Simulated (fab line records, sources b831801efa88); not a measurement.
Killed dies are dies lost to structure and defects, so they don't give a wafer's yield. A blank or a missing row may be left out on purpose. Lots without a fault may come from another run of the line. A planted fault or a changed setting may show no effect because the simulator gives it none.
One fault seen from 2 desks | flow sky130 | each desk has only its own numbers; what lay behind them comes last

THE TOOL OWNER'S DESK: plasma_asher-01
The tool's own readings at SKY_VT_ADJUST_LVTN_STRIP_09 (strips in O2/N2): means of the sampled wafers that have a number, for each lot that ran on this tool. A lot is out of limits, marked OUT, if its mean lies more than 4 standard deviations from the usual mean; the brackets give that distance.
Columns: A = chamber_pressure_mTorr at SKY_VT_ADJUST_LVTN_STRIP_09, usual 1500.1 mTorr; B = drypump_motor_current_A at SKY_VT_ADJUST_LVTN_STRIP_09, usual 5.8 A; C = oes_product_au at SKY_VT_ADJUST_LVTN_STRIP_09, usual 0.722 a.u.; D = strip_time_to_endpoint_s at SKY_VT_ADJUST_LVTN_STRIP_09, usual 36.99 s
lot  | first seen here | A                 | B   | C               | D
L848 | day 8 06:29     | 1499.6            | 5.2 | 0.721           | 36.88
L858 | day 10 14:15    | 1500.0            | 5.2 | 0.717           | 37.10
L865 | day 12 22:46    | 1492.1 (-6.2) OUT | 5.4 | 0.867 (+31) OUT | -
This desk's finding: out of limits on L865; first on L865, day 12 22:46 (chamber_pressure_mTorr at SKY_VT_ADJUST_LVTN_STRIP_09). In limits: L848, L858.

THE METROLOGY DESK
What the gauges read, lot by lot, whatever tool the lot ran on: means of the sampled wafers that have a number. A lot is out of limits, marked OUT, if its mean lies more than 4 standard deviations from the usual mean; the brackets give that distance.
Columns: A = cd_nm at SKY_FIELD_ISO_CD_MEAS_13, usual 149.6 nm; B = NWELL_01_OVL at SKY_NWELL_OVL_MEAS_23, usual -0.9 nm; C = VT_ADJUST_LVTN_2_TW at SKY_VT_ADJUST_LVTN_TW_MEAS_21, usual 186.2; D = cd_nm at SKY_VT_ADJUST_NCORE_CD_MEAS_07, usual 379.3 nm
lot  | first seen here | A     | B    | C                      | D
L844 | day 2 04:30     | 149.8 | -0.2 | 186.6                  | 380.1
L845 | day 2 08:56     | 150.8 | -0.7 | 183.6                  | 386.6
L847 | day 2 21:28     | 148.4 | 0.9  | 188.7                  | 375.7
L848 | day 3 01:15     | 150.6 | -1.2 | 186.4                  | 376.3
L849 | day 3 06:14     | 150.7 | -1.4 | 187.0                  | 375.3
L850 | day 3 10:53     | 149.7 | -1.7 | 186.2                  | 380.9
L852 | day 4 00:04     | 149.3 | -1.6 | 188.2                  | 379.2
L854 | day 4 11:31     | 150.6 | 0.3  | 187.6                  | 377.8
L855 | day 4 15:19     | 149.0 | -1.7 | 185.4                  | 380.5
L858 | day 5 06:06     | 149.4 | -0.3 | 185.8                  | 376.0
L859 | day 5 10:44     | 148.7 | -1.3 | 185.8                  | 382.1
L860 | day 5 15:31     | 148.8 | -0.9 | 186.0                  | 380.2
L865 | day 7 02:02     | 150.1 | -1.8 | 29.4 (-99 or more) OUT | 381.5
This desk's finding: out of limits on L865; first on L865, day 13 23:43 (VT_ADJUST_LVTN_2_TW at SKY_VT_ADJUST_LVTN_TW_MEAS_21). In limits: L844, L845, L847, L848, L849, L850, L852, L854, L855, L858, L859, L860.

PUT TOGETHER
The tool owner's desk could have raised an alarm at day 12 22:46, on L865.
The metrology desk could have raised an alarm at day 13 23:43, on L865.
Of the lots named, all ran SKY_VT_ADJUST_LVTN_STRIP_09 on plasma_asher-01.

WHAT THE SIMULATOR HAD PUT IN
Strip aborted: plasma_asher-01, from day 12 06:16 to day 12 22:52, at SKY_VT_ADJUST_LVTN_STRIP_09. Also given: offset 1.
Lots struck among those shown: L865.
Hours from the fault's start to each desk's first reading out of limits: the tool owner's desk, 16; the metrology desk, 41.
